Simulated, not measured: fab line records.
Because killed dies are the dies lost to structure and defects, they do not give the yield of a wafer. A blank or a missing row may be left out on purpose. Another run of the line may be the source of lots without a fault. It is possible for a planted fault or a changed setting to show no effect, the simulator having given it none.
fab line records	flow sky130
[record] lots = 12	wafers = 36	lastDay = 50
route steps=708 shown VIA3@597 METAL4@629 VIA4@639 PAD_OPEN@708
lots that met no fault: taken from a fault-free run of the same line
startH: hours from the record's first day to the start of the lot's first wafer shown	waitH: time in hours since the lot's previous step	" identical to the entry in the row above	L1.1+2: several wafers, shown together as one row	- value missing, or start not given	* or withheld: withheld	< > ~ a bound
route shown NAME@n: NAME is a module with steps in the file, n the number in the route of the first one	usual: average and standard deviation across the fault-free wafers	same: alike in all rows	chamber/n: place in a boat	sites: the reading at each site	_std_site: the standard deviation of these	_edge_site: the outer-site mean with the inner-site mean subtracted	radiusMm: how far each site lies from the wafer's centre	mask NAME#n: copy n	behind: tool/chamber where the wafer was last shaped	hold: cause of the lot's hold/its duration in hours/its outcome	device: whichever transistor did not switch (one of n, p or np)	end of line: tests of these same wafers at the route's end	a step given without rows: its recipe and nothing more	killed: the dies lost at the first sort to structure and to defects; this is not the yield of the wafer	map: a wafer's dies, marking killed ones x, the rest . and places with no die _
set.NAME: the setting as run; set.NAME@STEP: as run at that earlier step	model.NAME: the simulator's own value behind a step, which no gauge read
steps of the route over a sample of lots; a table a step, a row a wafer
services: when a tool's chamber went out of use (startH, in hours from the record's first day, below 0 if earlier), for how many hours, and the reason
[[steps]]
[step SKY_VIA3_CMP_24]
[recipe] stopOn = SiO2	tOverpolishS = 20	downForcePsi = 3.5	platenRpm = 60	targetThkNm = 0	padVelocityMS = 0.94248
[usual] motorCurrentA = 11.8/1.5	overpolishRunS = 20.001/0.0093	timeToEndpointS = 93/5.1
lot.wafer	tool	chamber	startH	waitH	motorCurrentA	overpolishRunS	timeToEndpointS
L802.4	cmp-02	2	917.24	0.0	12.4	19.995	97
L802.3	"	0	"	"	10.8	19.994	103
L802.2	"	1	"	"	11.2	20.003	96
L804.3	cmp-01	3	941.07	0.0	14.8	20.015	92
L804.5	"	3	"	"	13.5	19.997	93
L804.6	"	0	"	"	11.3	20.009	84
L805.1	cmp-01	2	952.28	0.1	11.0	19.990	94
L805.4	"	0	"	"	11.1	20.000	86
L805.2	"	1	"	"	10.7	19.986	91
L806.2	cmp-01	3	958.65	0.0	14.3	19.997	94
L806.3	"	0	"	"	11.0	20.006	84
L806.5	"	0	"	"	11.4	20.002	82
L807.1	cmp-02	1	962.26	0.1	11.3	20.009	97
L807.5	"	1	"	"	10.9	20.000	93
L807.6	"	2	"	"	11.8	20.000	98
L814.2	cmp-01	0	1016.87	0.1	10.3	20.007	85
L814.3	"	2	"	"	10.4	20.003	88
L814.5	"	3	"	"	15.5	20.003	94
L817.2	cmp-02	1	1038.59	0.1	11.2	20.012	93
L817.6	"	3	"	"	11.2	19.992	90
L817.5	"	0	"	"	11.3	19.990	97
L818.1	cmp-01	1	1041.08	0.1	10.7	19.995	90
L818.2	"	3	"	"	15.0	20.005	93
L818.6	"	0	"	"	10.7	20.001	86
L819.2	cmp-01	2	1044.35	0.0	10.9	19.993	86
L819.1	"	0	"	"	11.4	20.007	82
L819.5	"	2	"	"	10.4	20.004	89
L821.2	cmp-02	3	1057.00	0.0	12.1	20.016	94
L821.5	"	3	"	"	11.9	19.996	91
L821.6	"	0	"	"	11.3	20.021	101
L823.3	cmp-01	1	1070.06	0.2	10.6	19.995	92
L823.5	"	2	"	"	10.5	19.996	94
L823.6	"	3	"	"	15.9	20.014	94
L825.2	cmp-02	3	1080.98	0.0	11.7	20.023	91
L825.3	"	1	"	"	10.7	20.005	95
L825.4	"	2	"	"	11.9	19.991	99
[step SKY_METAL4_CD_MEAS_13]
[recipe] targetCdNm = 300
[usual] cdNm = 299.7/1.4
lot.wafer	tool	chamber	startH	waitH	cdNm
L802.2	cdSem-01	-	968.33	-	301.0
L802.3	"	-	"	"	303.0
L802.4	"	-	"	"	300.8
L804.3	cdSem-02	-	990.10	-	298.4
L804.5	"	-	"	"	299.4
L804.6	"	-	"	"	298.0
L805.1	cdSem-02	-	1001.13	-	300.1
L805.2	"	-	"	"	301.3
L805.4	"	-	"	"	301.0
L806.2	cdSem-02	-	1006.43	-	300.1
L806.3	"	-	"	"	300.2
L806.5	"	-	"	"	298.7
L807.1	cdSem-02	-	1009.81	-	301.9
L807.5	"	-	"	"	300.4
L807.6	"	-	"	"	299.9
L814.2	cdSem-02	-	1060.80	-	300.4
L814.3	"	-	"	"	299.4
L814.5	"	-	"	"	299.8
L817.2	cdSem-02	-	1083.29	-	298.1
L817.5	"	-	"	"	297.4
L817.6	"	-	"	"	297.8
L818.1	cdSem-02	-	1084.76	-	300.5
L818.2	"	-	"	"	299.2
L818.6	"	-	"	"	300.2
L819.1	cdSem-01	-	1087.61	-	297.1
L819.2	"	-	"	"	297.3
L819.5	"	-	"	"	298.2
L821.2	cdSem-01	-	1099.23	-	300.7
L821.5	"	-	"	"	300.6
L821.6	"	-	"	"	300.6
L823.3	cdSem-01	-	1111.66	-	298.8
L823.5	"	-	"	"	299.7
L823.6	"	-	"	"	299.8
L825.2	cdSem-02	-	1121.75	-	301.2
L825.3	"	-	"	"	300.5
L825.4	"	-	"	"	300.4
[step SKY_METAL4_OVL_MEAS_14]
[usual] METAL4_OVL = -3/5
lot.wafer	tool	chamber	startH	waitH	METAL4_OVL[nm]
L802.2	overlay-01	-	968.44	0.1	-2
L802.3	"	-	"	"	4
L802.4	"	-	"	"	1
L804.3	overlay-01	-	990.19	0.1	-9
L804.5	"	-	"	"	-4
L804.6	"	-	"	"	-10
L805.1	overlay-02	-	1001.25	0.1	-9
L805.2	"	-	"	"	-2
L805.4	"	-	"	"	-7
L806.2	overlay-02	-	1006.54	0.1	2
L806.3	"	-	"	"	-11
L806.5	"	-	"	"	-2
L807.1	overlay-02	-	1009.93	0.1	-8
L807.5	"	-	"	"	-2
L807.6	"	-	"	"	-7
L814.2	overlay-01	-	1060.91	0.1	-1
L814.3	"	-	"	"	7
L814.5	"	-	"	"	6
L817.2	overlay-02	-	1083.39	0.1	-8
L817.5	"	-	"	"	1
L817.6	"	-	"	"	-7
L818.1	overlay-02	-	1084.88	0.1	-7
L818.2	"	-	"	"	-5
L818.6	"	-	"	"	-3
L819.1	overlay-02	-	1087.73	0.1	-4
L819.2	"	-	"	"	0
L819.5	"	-	"	"	-7
L821.2	overlay-01	-	1099.34	0.1	-12
L821.5	"	-	"	"	-11
L821.6	"	-	"	"	-18
L823.3	overlay-01	-	1111.75	0.1	4
L823.5	"	-	"	"	4
L823.6	"	-	"	"	-3
L825.2	overlay-02	-	1121.86	0.1	-5
L825.3	"	-	"	"	4
L825.4	"	-	"	"	-2
[step SKY_VIA4_HDPCVD_00]
[recipe] material = SiO2	targetThkNm = 1750	sigmaOpenFrac = 0.3	timeS = 291.7	tempC = 400	sih4FlowSccm = 60	pressureMtorr = 6
[usual] pressureMtorr = 5.999/0.012	runLengthS = 320.0/0.64
lot.wafer	tool	chamber	startH	waitH	pressureMtorr	runLengthS
L802.2	hdpcvd-02	2	969.57	0.0	5.991	319.8
L802.3	"	0	"	"	6.020	320.5
L802.4	"	1	"	"	6.003	320.4
L804.3	hdpcvd-01	1	991.21	0.0	-	-
L804.5	"	2	"	"	-	-
L804.6	"	0	"	"	-	-
L805.1	hdpcvd-02	2	1002.20	0.0	-	-
L805.2	"	0	"	"	-	-
L805.4	"	0	"	"	-	-
L806.2	hdpcvd-02	0	1007.49	0.0	-	-
L806.3	"	2	"	"	-	-
L806.5	"	0	"	"	-	-
L807.1	hdpcvd-01	0	1010.92	0.0	6.031	320.3
L807.5	"	1	"	"	5.984	320.8
L807.6	"	2	"	"	5.992	318.7
L814.2	hdpcvd-01	1	1062.01	0.0	5.995	320.6
L814.3	"	0	"	"	5.999	320.4
L814.5	"	2	"	"	5.992	319.4
L817.2	hdpcvd-01	1	1084.39	0.0	5.987	320.1
L817.5	"	0	"	"	5.991	320.1
L817.6	"	2	"	"	6.024	318.7
L818.1	hdpcvd-02	2	1085.88	0.0	6.007	319.4
L818.2	"	0	"	"	6.003	320.4
L818.6	"	0	"	"	5.994	320.8
L819.1	hdpcvd-01	0	1088.69	0.0	6.008	320.2
L819.2	"	2	"	"	6.012	319.5
L819.5	"	2	"	"	6.004	318.8
L821.2	hdpcvd-01	1	1100.37	0.0	6.023	320.8
L821.5	"	2	"	"	5.986	318.6
L821.6	"	1	"	"	6.001	320.6
L823.3	hdpcvd-02	0	1112.70	0.0	6.032	320.2
L823.5	"	1	"	"	6.014	319.6
L823.6	"	2	"	"	5.999	320.3
L825.2	hdpcvd-01	1	1122.81	0.0	5.988	321.1
L825.3	"	2	"	"	6.004	318.9
L825.4	"	2	"	"	6.020	318.8
[step SKY_VIA4_ETCH_12]
[recipe] target = SiO2	chemistry = C4F8/O2/Ar	stopOn = TiN	maskMaterial = NOVOLAK	sourceW = 1500	biasW = 1200	pressureMtorr = 40	c4f8FlowSccm = withheld	O2_flow_sccm = 6	Ar_flow_sccm = 300	timeS = withheld	targetDepthA = 5800
[usual] oesProductAu = 0.925/0.0045
lot.wafer	tool	chamber	startH	waitH	oesProductAu
L802.2	rieDiel-01	0	993.56	0.0	0.926
L802.3	"	3	"	"	0.929
L802.4	"	2	"	"	0.934
L804.3	rieDiel-04	3	1014.65	0.0	0.371
L804.5	"	3	"	"	0.377
L804.6	"	0	"	"	0.371
L805.1	rieDiel-04	1	1025.76	0.0	0.381
L805.2	"	3	"	"	0.378
L805.4	"	3	"	"	0.378
L806.2	rieDiel-02	2	1031.25	0.0	0.371
L806.3	"	3	"	"	0.376
L806.5	"	0	"	"	0.375
L807.1	rieDiel-02	2	1034.05	0.0	0.937
L807.5	"	0	"	"	0.923
L807.6	"	1	"	"	0.928
L814.2	rieDiel-02	3	1083.30	0.0	0.931
L814.3	"	2	"	"	0.924
L814.5	"	0	"	"	0.925
L817.2	rieDiel-02	1	1104.35	0.0	0.922
L817.5	"	0	"	"	0.918
L817.6	"	3	"	"	0.930
L818.1	rieDiel-01	1	1106.81	0.0	0.926
L818.2	"	0	"	"	0.928
L818.6	"	1	"	"	0.926
L819.1	rieDiel-01	2	1108.76	0.0	0.928
L819.2	"	1	"	"	0.920
L819.5	"	2	"	"	0.929
L821.2	rieDiel-02	0	1120.55	0.0	0.924
L821.5	"	0	"	"	0.926
L821.6	"	3	"	"	0.923
L823.3	rieDiel-01	0	1132.60	0.0	0.924
L823.5	"	3	"	"	0.915
L823.6	"	2	"	"	0.920
L825.2	rieDiel-01	1	1141.85	0.0	0.920
L825.3	"	2	"	"	0.924
L825.4	"	2	"	"	0.925
[step SKY_PAD_OPEN_PROBE_99]
[usual] defectLimitedYield = 82.9/2	killed_at_M0_to_M3 = 43/7	killed_at_M4_up = 3.0/1.9	killedAtContacts = 24/4.6	killedAtFrontEnd = 15/4.1	killedAtOther = 0.3/0.52	killedDies = 84/9.7	killedOnRim = 16/3.6	killedOpen = 46/6.9	killedShort = 38/6.8	sort_bin_3_pad_short = 0.8/0.41	sort_bin_5_function = 10.2/1.5	sort_bin_6_memory = 6.1/1.1	sortNPass = 408/9.7	sortYieldPct = 82.9/2
[same] grossDies = 492	killedAtBackSide = 0	sort_bin_4_leakage[%] = 0	sort_bin_8_speed[%] = 0
lot.wafer	tool	chamber	startH	waitH	defectLimitedYield[%]	killed_at_M0_to_M3	killed_at_M4_up	killedAtContacts	killedAtFrontEnd	killedAtOther	killedDies	killedOnRim	killedOpen	killedShort	sort_bin_3_pad_short[%]	sort_bin_5_function[%]	sort_bin_6_memory[%]	sortNPass	sortYieldPct[%]
L804.3	prober-01	-	1084.59	0.2	0	10	473	6	3	0	492	96	10	10	24.2	74.2	1.6	0	0
L804.5	prober-01	-	1084.69	0.2	0	9	465	7	10	1	492	96	12	15	23.2	73.4	3.5	0	0
L804.6	prober-01	-	1084.74	0.2	0	8	472	5	7	0	492	96	11	12	25.2	72.4	2.4	0	0
L805.1	prober-02	-	1094.24	0.1	0	10	480	1	1	0	492	96	5	8	27.8	68.9	3.3	0	0
L805.2	prober-02	-	1094.29	0.1	0	5	485	2	0	0	492	96	4	3	23.8	73.2	3.0	0	0
L805.4	prober-02	-	1094.39	0.2	0	10	470	9	2	1	492	96	11	13	25.2	72.4	2.4	0	0
L806.2	prober-01	-	1098.67	0.1	0	6	474	9	3	0	492	96	13	7	25.2	70.7	4.1	0	0
L806.3	prober-01	-	1098.72	0.2	0	9	476	2	4	1	492	96	9	8	28.0	69.9	2.0	0	0
L806.5	prober-01	-	1098.82	0.2	0	10	473	6	3	0	492	96	13	7	21.7	74.6	3.7	0	0
L821.2	prober-01	-	1178.76	0.1	83.5	34	1	28	18	0	81	12	39	42	0.8	9.1	6.5	411	83.5
L821.5	prober-01	-	1178.91	0.2	81.9	42	5	26	16	0	89	18	39	46	0.6	9.8	7.7	403	81.9
L821.6	prober-01	-	1178.96	0.2	84.6	37	2	21	15	1	76	14	38	35	0.6	9.1	5.7	416	84.6
// killed by level:class
L804.3 VIA4:lostPattern=471 LI_CONTACT:geometricParticle:open=3 CONTACT:geometricParticle:open=3 METAL2:geometricParticle:short=2 VIA2:geometricParticle:open=2 FIELD_ISO:geometricParticle:short=1 SPACER:geometricParticle:short=1 POLY_CUT:geometricParticle:open=1
L804.5 VIA4:lostPattern=463 POLY_GATE:geometricParticle:open=3 CONTACT:geometricParticle:open=3 FIELD_ISO:geometricParticle:open=2 POLY_GATE:geometricParticle:short=2 LOCAL_INTERCONNECT:geometricParticle:short=2 VIA1:geometricParticle:open=2 VIA1:geometricParticle:short=2
L804.6 VIA4:lostPattern=468 FIELD_ISO:geometricParticle:open=3 VIA2:geometricParticle:short=2 POLY_GATE:geometricParticle:open=2 CONTACT:geometricParticle:open=2 VIA1:geometricParticle:short=2 METAL4:geometricParticle:short=2 SONOS_ONO:geometricParticle:open=1
L805.1 VIA4:lostPattern=476 METAL1:geometricParticle:short=4 VIA4:areaHdpcvd=3 VIA2:geometricParticle:open=2 SONOS_ONO:geometricParticle:short=1 LOCAL_INTERCONNECT:geometricParticle:open=1 VIA1:geometricParticle:open=1 VIA1:geometricParticle:short=1
L805.2 VIA4:lostPattern=484 VIA2:geometricParticle:open=3 LI_CONTACT:geometricParticle:open=1 LI_CONTACT:geometricParticle:short=1 VIA1:geometricParticle:short=1 VIA2:geometricParticle:short=1 VIA4:areaHdpcvd=1
L805.4 VIA4:lostPattern=467 CONTACT:geometricParticle:open=3 CONTACT:geometricParticle:short=3 VIA1:geometricParticle:open=3 VIA3:geometricParticle:short=2 FIELD_ISO:geometricParticle:short=1 SONOS_ONO:geometricParticle:open=1 LI_CONTACT:geometricParticle:open=1
L806.2 VIA4:lostPattern=472 CONTACT:geometricParticle:open=4 LI_CONTACT:geometricParticle:open=3 VIA3:geometricParticle:open=2 SONOS_ONO:geometricParticle:open=1 POLY_GATE:geometricParticle:short=1 SPACER:geometricParticle:open=1 LI_CONTACT:geometricParticle:short=1
L806.3 VIA4:lostPattern=472 VIA4:areaHdpcvd=3 FIELD_ISO:geometricParticle:short=2 LI_CONTACT:geometricParticle:open=2 VIA3:geometricParticle:open=2 POLY_GATE:geometricParticle:open=1 POLY_GATE:geometricParticle:short=1 METAL1:geometricParticle:short=1
L806.5 VIA4:lostPattern=471 VIA1:geometricParticle:open=4 CONTACT:geometricParticle:open=3 POLY_GATE:geometricParticle:short=2 LI_CONTACT:geometricParticle:open=2 SPACER:geometricParticle:open=1 LOCAL_INTERCONNECT:geometricParticle:short=1 METAL1:geometricParticle:short=1
L821.2 CONTACT:geometricParticle:open=10 VIA1:geometricParticle:open=9 VIA2:geometricParticle:short=8 POLY_GATE:geometricParticle:short=7 CONTACT:geometricParticle:short=7 LI_CONTACT:geometricParticle:open=6 VIA1:geometricParticle:short=5 VIA2:geometricParticle:open=5
L821.5 CONTACT:geometricParticle:open=12 VIA1:geometricParticle:open=7 VIA2:geometricParticle:short=7 FIELD_ISO:geometricParticle:short=6 METAL2:geometricParticle:short=6 VIA1:geometricParticle:short=5 VIA2:geometricParticle:open=5 LOCAL_INTERCONNECT:geometricParticle:short=4
L821.6 VIA3:geometricParticle:open=7 VIA1:geometricParticle:open=6 LOCAL_INTERCONNECT:geometricParticle:short=6 CONTACT:geometricParticle:open=5 VIA1:geometricParticle:short=5 POLY_GATE:geometricParticle:open=4 LI_CONTACT:geometricParticle:open=4 CONTACT:geometricParticle:short=4
[[services]]
tool	chamber	startH	hours	kind
cmp-02	-	894.87	0.9	repair
hdpcvd-01	1	905.51	36.0	repair
hdpcvd-02	2	905.70	14.8	repair
hdpcvd-02	-	906.22	0.8	repair
rieDiel-02	1	909.36	8.2	repair
cmp-01	-	924.25	4.0	pm
cmp-01	-	934.09	0.4	repair
rieDiel-01	1	934.91	21.7	repair
rieDiel-04	1	940.00	5.6	repair
hdpcvd-02	-	950.25	15.0	pm
cmp-02	-	951.13	0.7	repair
hdpcvd-01	0	972.14	4.9	repair
rieDiel-02	3	975.16	3.4	repair
cmp-02	-	989.56	0.9	repair
rieDiel-02	-	998.45	2.8	pm
cmp-02	-	1048.19	5.5	pm
cmp-01	-	1060.54	0.8	repair
cmp-02	-	1084.19	4.0	pm
cmp-01	-	1089.70	19.4	repair
cmp-01	-	1098.75	1.9	repair
rieDiel-02	1	1100.63	3.1	repair
rieDiel-02	1	1116.18	11.5	repair
cmp-01	-	1127.87	3.1	repair
rieDiel-01	0	1137.39	25.3	repair
[[key]]
[firstSign] step = SKY_VIA4_HDPCVD_00	reading = toolRecord	direction = missing
[effect] step = SKY_VIA4_ETCH_12	reading = oesProductAu	direction = down	sigmas = 99+	usual = 0.925	struck = 0.375
[effect] step = SKY_PAD_OPEN_PROBE_99	reading = killed_at_M4_up	direction = up	sigmas = 99+	usual = 3.0	struck = 474.2
metAt SKY_VIA4_HDPCVD_00
struckLots L804,L805,L806
laterRowsLeftOut L804.3,L804.5,L804.6,L805.1,L805.2,L805.4,L806.2,L806.3,L806.5
notActingAt SKY_VIA3_CMP_24,SKY_METAL4_CD_MEAS_13,SKY_METAL4_OVL_MEAS_14
onsetBetween 969.57 991.21
[fault] kind = skippedStepWhole	tool = hdpcvd-01,hdpcvd-02	chamber = -	onsetH = 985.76	steps = SKY_VIA4_HDPCVD_00	scope = struckLotsOnly
// laterRowsLeftOut: the simulator's readings of these wafers behind a module that went badly wrong aren't trusted and aren't shown, but for the sort
